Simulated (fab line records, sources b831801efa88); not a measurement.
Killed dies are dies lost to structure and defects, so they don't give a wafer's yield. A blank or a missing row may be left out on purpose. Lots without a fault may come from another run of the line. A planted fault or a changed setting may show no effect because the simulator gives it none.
A struck lot beside a sound one | flow gf180mcu | 14 steps out of a route of 602
Sound: wafers L531.3, L531.5, L531.6. Struck: wafers L522.2, L522.3, L522.5. The cause comes at the end.
At each step with rows: each side's tool, then ch and its chambers, then its first start. Under that, the readings that differ: sound wafers | struck wafers | difference of the means | sigmas: that difference in standard deviations of wafers without a fault.
alike: readings whose means differ by less than 2 such deviations, and words and numbers that are the same on both sides. not compared: withheld readings, readings that some wafer has no value for, bounds like >300 that may hide the same value, and numbers for which the record gives no deviation and whose values overlap.
The two part at a step that has a row with sigmas, a row that says differs or no value, or rows on one side only. Numbers that don't overlap but have no deviation are shown without sigmas and don't part them. A reading that every wafer of one side lacks parts them only if that side has two wafers or more.

first, 1 step without rows for these wafers: GF_V3_CVD_00 (deposits SiO2, target thk 600 nm, time 100 s).
GF_V3_THK_MEAS_01:
  sound on film_metro-04, day 28 00:59; struck on film_metro-02, day 25 07:44
  reading            | sound       | struck      | difference | sigmas
  V3_CVD_00_THK (nm) | 611 607 608 | 599 597 599 | -10        | -2
GF_V3_CVD_02: deposits SiO2 from TEOS, target thk 850 nm, time 94.851 s.
  sound on pecvd-02 ch 0,1, day 28 01:02; struck on pecvd-04 ch 1,2, day 25 07:47
  alike: heater_power_w
  not compared: since_wet_clean_h
GF_V3_THK_MEAS_03:
  sound on film_metro-02, day 28 01:07; struck on film_metro-01, day 25 07:52
  alike: V3_CVD_02_THK
GF_V3_CMP_04: polishes SiO2.
  sound on cmp-01 ch 0,2,3, day 28 01:18; struck on cmp-01 ch 0,1,3, day 25 07:55
  alike: motor_current_A, time_to_endpoint_s
GF_V3_BOW_MEAS_05:
  sound on film_metro-04, day 28 01:29; struck on film_metro-04, day 25 08:14
  alike: V3_BOW
then, 6 steps without rows for these wafers: GF_V3_DEHYDRATE_06 (time 60 s); GF_V3_HMDS_07 (prime time 60 s); GF_V3_COAT_08; GF_V3_COAT_09 (resist thk 1000 nm); GF_V3_SOFTBAKE_10 (time 60 s); GF_V3_EXPOSE_11 (exposes mask Via3, target cd 260 nm).
GF_V3_PEB_12: peb time 90 s.
  sound on litho_track-03 ch 0, day 28 20:04; struck on litho_track-03, day 26 05:11
  no value came back on the struck wafers for chill_plate_temp_C (C), exhaust_pa (Pa); on the sound wafers chill_plate_temp_C (C) reads 22.90 23.05 22.98
then, 1 step without rows for these wafers: GF_V3_DEVELOP_13 (develop time 60 s).

WHERE THEY PART
First at GF_V3_THK_MEAS_01; last, within this record, at GF_V3_PEB_12.

WHY: what the simulator had put in
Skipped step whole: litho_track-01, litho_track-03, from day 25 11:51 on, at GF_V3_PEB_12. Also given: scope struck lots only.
